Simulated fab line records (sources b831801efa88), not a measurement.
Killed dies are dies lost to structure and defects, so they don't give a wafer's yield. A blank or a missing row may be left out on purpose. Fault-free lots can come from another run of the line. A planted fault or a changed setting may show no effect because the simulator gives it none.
A lot that was struck, set against a sound lot + flow sky130 + 36 steps out of a route of 708
Sound: these wafers, L303.1, L303.4, L303.5. Struck: wafers L315.1, L315.2, L315.5. At the end, the cause is stated.
Order at every step that has rows: each side's tool, ch and its chambers, its first start. Under that, the readings that differ: sound wafers + struck wafers + difference of the means + sigmas: that difference in standard deviations of wafers without a fault.
alike: words and numbers the same on both sides, and readings whose means are apart by under 2 such deviations; not compared: readings that were withheld, readings missing a value for some wafer, numbers with overlapping values and no deviation given by the record, and bounds like >300 which may hide the same value.
The two part at a step that has a row with sigmas, a row that says differs or no value, or rows on one side only. Numbers that don't overlap but have no deviation are shown without sigmas and don't part them. Lack of a reading on every wafer of one side parts them only where that side has two or more wafers.

first, 10 steps without rows for these wafers: SKY_VIA2_STRIP_17 (strips in post etch residue remover, time 1200 s); SKY_VIA2_CLEAN_18 (cleans in IPA, time 180 s); SKY_VIA2_CLEAN_19 (cleans in O3/DIW); SKY_VIA2_SPUTTER_20 (material TiN, target thk 20 nm, time 80 s); SKY_VIA2_CVD_21 (deposits W, target thk 420 nm, time 126.4 s); SKY_VIA2_CMP_24 (polishes, stops on SiO2, t overpolish 20 s, target thk 0 nm); SKY_METAL3_SPUTTER_00 (material Ti, target thk 15 nm, time 10 s); SKY_METAL3_SPUTTER_01 (material TiN, target thk 20 nm, time 16.7 s); SKY_METAL3_SPUTTER_02 (material AlCu, target thk 735 nm, time 39.1 s); SKY_METAL3_SPUTTER_03 (material Ti, target thk 5 nm, time 3.3 s).
SKY_METAL3_SPUTTER_04: material TiN, target thk 70 nm, time 58.3 s.
  sound on pvdSputter-04, day 36 11:06; struck on pvdSputter-04, day 40 09:41
| reading                                   | sound             | struck            | difference | sigmas |
|-------------------------------------------|-------------------|-------------------|------------|--------|
| throttleValvePct (%)                      | 28.4 28.5 29.5    | 29.3 32.3 32.4    | +2.5       | +2     |
| model.TiN_of_METAL3_SPUTTER_04.thkNm (nm) | 70.77 70.32 71.73 | 108.2 106.6 106.8 | +36.3      |        |
  alike: cathodeDcPowerW
then, 23 steps without rows for these wafers: SKY_CAPM_CVD_00 (deposits SiO2, target thk 15.5 nm); SKY_CAPM_SPUTTER_02 (material TiN, target thk 200 nm, time 166.7 s); SKY_CAPM_DEHYDRATE_05 (time 60 s); SKY_CAPM_HMDS_06 (prime time 60 s); SKY_CAPM_COAT_07 (resist thk 1140 nm); SKY_CAPM_SOFTBAKE_08 (time 60 s); SKY_CAPM_EXPOSE_09 (exposes mask CAPM, target cd 1000 nm); SKY_CAPM_PEB_10; SKY_CAPM_DEVELOP_11 (develop time 60 s); SKY_CAPM_METAL_ETCH_13 (etches TiN in Cl2/BCl3, stops on SiO2, target depth 220 nm, time 60.68 s); SKY_CAPM_STRIP_14 (strips in O2/N2); SKY_CAPM_STRIP_15 (strips in post etch residue remover, time 1200 s); SKY_CAPM_CLEAN_16 (cleans in IPA, time 180 s); SKY_CAPM_CLEAN_17 (cleans in O3/DIW); SKY_METAL3_DEHYDRATE_05 (time 60 s); SKY_METAL3_HMDS_06 (prime time 60 s); SKY_METAL3_COAT_07 (resist thk 60 nm); SKY_METAL3_COAT_08 (resist thk 1140 nm); SKY_METAL3_SOFTBAKE_09 (time 90 s); SKY_METAL3_EXPOSE_10 (exposes mask MM3, target cd 300 nm); SKY_METAL3_PEB_11; SKY_METAL3_DEVELOP_12 (develop time 60 s); SKY_METAL3_DESCUM_15 (chemistry O2, time 8 s).
-- the record jumps here: 2 days lie between the struck wafers' starts before and after --
SKY_METAL3_METAL_ETCH_18: etches the open film in Cl2/BCl3, stops on SiO2, target depth 845 nm, time 183.1 s.
  sound on rieMetal-02 ch 0,1, day 38 15:02; struck on rieMetal-02 ch 0,1, day 42 10:19
| reading             | sound             | struck            | difference | sigmas |
|---------------------|-------------------|-------------------|------------|--------|
| oesProductAu (a.u.) | 0.874 0.873 0.864 | 0.883 0.893 0.887 | +0.017     | +3     |
  alike: drypumpMotorCurrentA, throttleValvePct
  not compared: rfHoursCounterH
-- the record jumps here: 7 days lie between the struck wafers' starts before and after (it left off in module METAL3 and takes up again in module PAD_OPEN, whose first step shown is number 708 of the route) --
SKY_PAD_OPEN_PROBE_99:
  sound on prober-02, day 45 19:49; struck on prober-01, day 48 22:56
| reading                     | sound             | struck            | difference | sigmas |
|-----------------------------|-------------------|-------------------|------------|--------|
| killedShort                 | 30 27 32          | 46 54 45          | +19        | +3     |
| model.etest.via3Chain.rcOhm | 9.308 9.534 9.631 | 10.36 10.71 10.71 | +1.10      |        |
  alike: defectLimitedYield, killed_at_M0_to_M3, killed_at_M4_up, killedAtContacts, killedAtFrontEnd, killedAtOther, killedDies, killedOpen, sort_bin_3_pad_short, sort_bin_5_function, sort_bin_6_memory, sort_bin_8_speed, sortNPass, sortYieldPct

## WHERE THEY PART
Last at SKY_PAD_OPEN_PROBE_99 as far as this record goes, first at SKY_METAL3_SPUTTER_04.

WHY: the cause the simulator had injected
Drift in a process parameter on pvdSputter-04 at SKY_METAL3_SPUTTER_04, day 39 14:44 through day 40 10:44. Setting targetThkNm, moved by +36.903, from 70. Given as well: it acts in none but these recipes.
